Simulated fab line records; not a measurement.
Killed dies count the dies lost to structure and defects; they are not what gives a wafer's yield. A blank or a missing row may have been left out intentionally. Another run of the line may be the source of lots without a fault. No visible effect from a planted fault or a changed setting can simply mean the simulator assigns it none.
Which tool did it? | flow sky130 | 11 lots with 33 wafers sampled at 5 steps, on a route of 708 steps

WHAT THE GAUGES SHOWED, per wafer
No reading from a measuring or inspecting step in the record can be judged against a usual standard deviation.

EACH LOT AND THE TOOL THAT RAN IT (in order: tool; ch and the chambers of the sampled wafers; start)
lot  | SKY_FIELD_ISO_ETCH_14             | SKY_NWELL_STRIP_14                  | SKY_NWELL_STRIP_25                   | SKY_VT_ADJUST_LVTN_STRIP_09          | SKY_PAD_OPEN_PROBE_99
L415 | rie_diel-04 ch 0,2,3, day 2 11:20 | plasma_asher-02 ch 0,1, day 4 19:41 | plasma_asher-03 ch 0,1, day 5 13:41  | plasma_asher-01 ch 0,1, day 7 03:29  | -
L416 | rie_diel-02 ch 2,3, day 2 15:50   | plasma_asher-02 ch 0,1, day 5 00:23 | plasma_asher-03 ch 0,1, day 5 18:35  | plasma_asher-04 ch 0,1, day 7 08:32  | -
L417 | rie_diel-04 ch 1,2,3, day 2 19:37 | plasma_asher-03 ch 0,1, day 5 05:56 | plasma_asher-03 ch 0,1, day 6 00:08  | plasma_asher-01 ch 0,1, day 7 14:50  | -
L420 | rie_diel-01 ch 0,1,3, day 3 12:26 | plasma_asher-03 ch 0,1, day 5 23:29 | plasma_asher-03 ch 0,1, day 6 17:47  | plasma_asher-04 ch 0,1, day 8 10:13  | -
L421 | rie_diel-02 ch 1,2, day 3 19:43   | plasma_asher-04 ch 0,1, day 6 08:41 | plasma_asher-02 ch 0,1, day 7 03:08  | plasma_asher-02 ch 0,1, day 8 19:16  | -
L429 | rie_diel-02 ch 0,1,2, day 5 15:16 | plasma_asher-04 ch 0,1, day 8 12:26 | plasma_asher-04 ch 0,1, day 9 09:55  | plasma_asher-04 ch 0,1, day 11 07:13 | -
L433 | rie_diel-04 ch 1,2,3, day 6 08:37 | plasma_asher-03 ch 0,1, day 9 03:19 | plasma_asher-04 ch 0,1, day 10 01:17 | plasma_asher-01 ch 0,1, day 12 00:28 | prober-02, day 50 05:51
L434 | rie_diel-01 ch 0,2, day 6 11:52   | plasma_asher-02 ch 0,1, day 9 09:52 | plasma_asher-02 ch 0, day 10 07:44   | plasma_asher-02 ch 0,1, day 12 06:53 | prober-01, day 50 05:48
L435 | rie_diel-04 ch 0,1, day 6 21:19   | plasma_asher-03 ch 0,1, day 9 18:11 | plasma_asher-02 ch 0,1, day 10 16:17 | plasma_asher-02 ch 0,1, day 12 16:31 | prober-02, day 50 13:22
L436 | rie_diel-01 ch 0,1, day 6 23:31   | plasma_asher-04 ch 0,1, day 9 21:44 | plasma_asher-02 ch 0,1, day 10 20:05 | plasma_asher-02 ch 0,1, day 12 21:17 | -
L437 | rie_diel-04 ch 0,2, day 7 06:25   | plasma_asher-02 ch 0, day 10 07:17  | plasma_asher-04 ch 1, day 11 06:14   | plasma_asher-04 ch 0,1, day 13 07:35 | -
- SKY_FIELD_ISO_ETCH_14: etches BARC in N2/H2, stops on SiO2, time 45.9 s, target depth 60 nm.
- SKY_NWELL_STRIP_14: strips in O2/N2.
- SKY_NWELL_STRIP_25: strips in O2/N2.
- SKY_VT_ADJUST_LVTN_STRIP_09: strips in O2/N2.
- SKY_PAD_OPEN_PROBE_99

WHAT THE TOOLS THEMSELVES READ (means of the sampled wafers that have a number; where no wafer has one, the mark that the record gives instead)
SKY_FIELD_ISO_ETCH_14. Usual: drypump_motor_current_A 5.9 A, standard deviation 0.35; n2_flow_sccm 100.0 sccm, standard deviation 0.31; oes_product_au 0.855 a.u., standard deviation 0.0046; rf_fwd_power_W 494.8 W, standard deviation 2; throttle_valve_pct 13.224 %, standard deviation 0.0091.
lot  | tool        | drypump_motor_current_A (A) | n2_flow_sccm (sccm) | oes_product_au (a.u.) | rf_fwd_power_W (W) | throttle_valve_pct (%) | flag
L415 | rie_diel-04 | 5.9                         | 100.0               | 0.857                 | 494.6              | 13.218                 |
L416 | rie_diel-02 | 5.8                         | 99.7                | 0.856                 | 491.9              | 13.217                 |
L417 | rie_diel-04 | 5.7                         | 99.7                | 0.855                 | 494.0              | 13.217                 |
L420 | rie_diel-01 | 5.9                         | 100.0               | 0.856                 | 494.8              | 13.214                 |
L421 | rie_diel-02 | 5.8                         | 100.5               | 0.856                 | 492.9              | 13.232                 |
L429 | rie_diel-02 | 5.8                         | 100.2               | 0.854                 | 466.9              | 13.221                 | OFF
L433 | rie_diel-04 | 5.7                         | 99.8                | 0.858                 | 496.5              | 13.223                 |
L434 | rie_diel-01 | 6.3                         | 99.7                | 0.855                 | 495.0              | 13.212                 |
L435 | rie_diel-04 | 6.3                         | 99.7                | 0.856                 | 494.6              | 13.227                 |
L436 | rie_diel-01 | 6.0                         | 100.0               | 0.856                 | 495.6              | 13.222                 |
L437 | rie_diel-04 | 5.7                         | 99.8                | 0.858                 | 493.1              | 13.222                 |

SKY_NWELL_STRIP_14. Usual: drypump_motor_current_A 5.5 A, standard deviation 0.47; n2_flow_sccm 300.1 sccm, standard deviation 0.94; o2_flow_sccm 2999 sccm, standard deviation 8.9; oes_product_au 0.723 a.u., standard deviation 0.0047; strip_time_to_endpoint_s 36.90 s, standard deviation 0.1.
lot  | tool            | drypump_motor_current_A (A) | n2_flow_sccm (sccm) | o2_flow_sccm (sccm) | oes_product_au (a.u.) | strip_time_to_endpoint_s (s) | flag
L415 | plasma_asher-02 | 5.1                         | 300.6               | 3006                | 0.719                 | 36.85                        |
L416 | plasma_asher-02 | 5.1                         | 299.9               | 2998                | 0.723                 | 36.95                        |
L417 | plasma_asher-03 | 5.8                         | 299.5               | 3003                | 0.723                 | 36.97                        |
L420 | plasma_asher-03 | 5.8                         | 300.4               | 2998                | 0.721                 | 36.86                        |
L421 | plasma_asher-04 | 5.6                         | 300.3               | 3006                | 0.717                 | 36.95                        |
L429 | plasma_asher-04 | 5.5                         | 301.4               | 2994                | 0.723                 | 37.00                        |
L433 | plasma_asher-03 | 5.8                         | 300.6               | 2995                | 0.727                 | 36.83                        |
L434 | plasma_asher-02 | 5.0                         | 299.7               | 2996                | 0.723                 | 36.96                        |
L435 | plasma_asher-03 | 5.8                         | 299.7               | 2997                | 0.723                 | 36.86                        |
L436 | plasma_asher-04 | 5.5                         | 300.0               | 3002                | 0.723                 | 36.87                        |
L437 | plasma_asher-02 | 5.1                         | 300.1               | 3003                | 0.728                 | 36.76                        |

SKY_NWELL_STRIP_25. Usual: drypump_motor_current_A 5.4 A, standard deviation 0.45; n2_flow_sccm 300.1 sccm, standard deviation 0.88; o2_flow_sccm 3001 sccm, standard deviation 7.3; oes_product_au 0.722 a.u., standard deviation 0.0052; strip_time_to_endpoint_s 36.84 s, standard deviation 0.11.
lot  | tool            | drypump_motor_current_A (A) | n2_flow_sccm (sccm) | o2_flow_sccm (sccm) | oes_product_au (a.u.) | strip_time_to_endpoint_s (s) | flag
L415 | plasma_asher-03 | 5.8                         | 299.7               | 3002                | 0.725                 | 36.73                        |
L416 | plasma_asher-03 | 5.8                         | 300.7               | 2995                | 0.726                 | 36.96                        |
L417 | plasma_asher-03 | 5.8                         | 300.0               | 2997                | 0.721                 | 36.81                        |
L420 | plasma_asher-03 | 6.1                         | 301.3               | 2997                | 0.726                 | 36.83                        |
L421 | plasma_asher-02 | 5.1                         | 300.0               | 2997                | 0.721                 | 36.92                        |
L429 | plasma_asher-04 | 5.5                         | 299.4               | 2999                | 0.726                 | 36.95                        |
L433 | plasma_asher-04 | 5.6                         | 300.2               | 3009                | 0.724                 | 36.76                        |
L434 | plasma_asher-02 | 5.1                         | 300.9               | 3001                | 0.719                 | 36.90                        |
L435 | plasma_asher-02 | 5.1                         | 300.5               | 3004                | 0.724                 | 36.77                        |
L436 | plasma_asher-02 | 5.0                         | 299.8               | 2998                | 0.726                 | 36.71                        |
L437 | plasma_asher-04 | 5.5                         | 300.1               | 2991                | 0.727                 | 36.74                        |

SKY_VT_ADJUST_LVTN_STRIP_09. Usual: drypump_motor_current_A 5.5 A, standard deviation 0.3; n2_flow_sccm 300.0 sccm, standard deviation 0.87; o2_flow_sccm 3001 sccm, standard deviation 9.4; oes_product_au 0.723 a.u., standard deviation 0.0046; strip_time_to_endpoint_s 36.88 s, standard deviation 0.12.
lot  | tool            | drypump_motor_current_A (A) | n2_flow_sccm (sccm) | o2_flow_sccm (sccm) | oes_product_au (a.u.) | strip_time_to_endpoint_s (s) | flag
L415 | plasma_asher-01 | 5.6                         | 300.4               | 2996                | 0.726                 | 37.12                        |
L416 | plasma_asher-04 | 5.5                         | 300.9               | 2995                | 0.722                 | 36.85                        |
L417 | plasma_asher-01 | 5.7                         | 300.4               | 3006                | 0.724                 | 36.71                        |
L420 | plasma_asher-04 | 5.6                         | 300.6               | 3008                | 0.727                 | 36.84                        |
L421 | plasma_asher-02 | 5.0                         | 300.2               | 2995                | 0.728                 | 36.94                        |
L429 | plasma_asher-04 | 5.5                         | 301.0               | 3002                | 0.722                 | 36.83                        |
L433 | plasma_asher-01 | 5.7                         | 300.1               | 2995                | 0.723                 | 36.86                        |
L434 | plasma_asher-02 | 5.1                         | 300.5               | 3000                | 0.725                 | 36.76                        |
L435 | plasma_asher-02 | 5.0                         | 300.2               | 3009                | 0.723                 | 37.11                        |
L436 | plasma_asher-02 | 5.0                         | 299.4               | 3002                | 0.722                 | 36.73                        |
L437 | plasma_asher-04 | 5.5                         | 300.0               | 3006                | 0.721                 | 36.82                        |

SKY_PAD_OPEN_PROBE_99. Usual: killed_at_M0_to_M3 44, standard deviation 7.8; killed_at_M4_up 3.1, standard deviation 1.7; killed_at_contacts 25, standard deviation 5.1; killed_at_front_end 15, standard deviation 4.4; killed_at_other 0.5, standard deviation 0.68; killed_dies 88, standard deviation 9.9; killed_open 48, standard deviation 6.9; killed_short 39, standard deviation 6.5.
lot  | tool      | killed_at_M0_to_M3 | killed_at_M4_up | killed_at_contacts | killed_at_front_end | killed_at_other | killed_dies | killed_open | killed_short | flag
L433 | prober-02 | 49                 | 3.0             | 24                 | 14                  | 1.3             | 92          | 47          | 44           |
L434 | prober-01 | 47                 | 2.3             | 27                 | 16                  | 1.3             | 94          | 53          | 39           |
L435 | prober-02 | 47                 | 1.3             | 26                 | 18                  | 0.0             | 92          | 51          | 41           |

THE ANSWER, worked out from the rows above alone
Rule: take the mean of a lot's wafers that have a number; if it is more than 3 standard deviations from the usual mean, the lot is off. A lot without any number at a reading at which 4 lots or more have one is off too. Where the step has rows for the other lots, those lots are counted as sound. First the gauges in route order, then the tools' own readings, where a lot's mean is used as printed above. The first step at which some lot is off is used, and at that step the reading that is off furthest; a lot without a number counts as furthest.
Off, at SKY_FIELD_ISO_ETCH_14 on rf_fwd_power_W: L429.
If a tool, at that step or one of the process steps before it, ran each lot that is off and ran no sound lot following the first of them, it fits. One candidate fits, namely rie_diel-02 at SKY_FIELD_ISO_ETCH_14. Its last sound lot is L421 (day 3 19:43), its first lot that is off L429 (day 5 15:16): a fault that began between those two fits.
The tool's own readings at SKY_FIELD_ISO_ETCH_14 bear it out: on the lots that are off they differ by more than 5 times the standard deviation of the sound lots' means. rf_fwd_power_W reads 466.9 W there against 494.3 W on the sound lots.

WHAT THE SIMULATOR HAD INSERTED
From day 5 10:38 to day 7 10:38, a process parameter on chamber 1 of rie_diel-02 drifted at SKY_FIELD_ISO_ETCH_14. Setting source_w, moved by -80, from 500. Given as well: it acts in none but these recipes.
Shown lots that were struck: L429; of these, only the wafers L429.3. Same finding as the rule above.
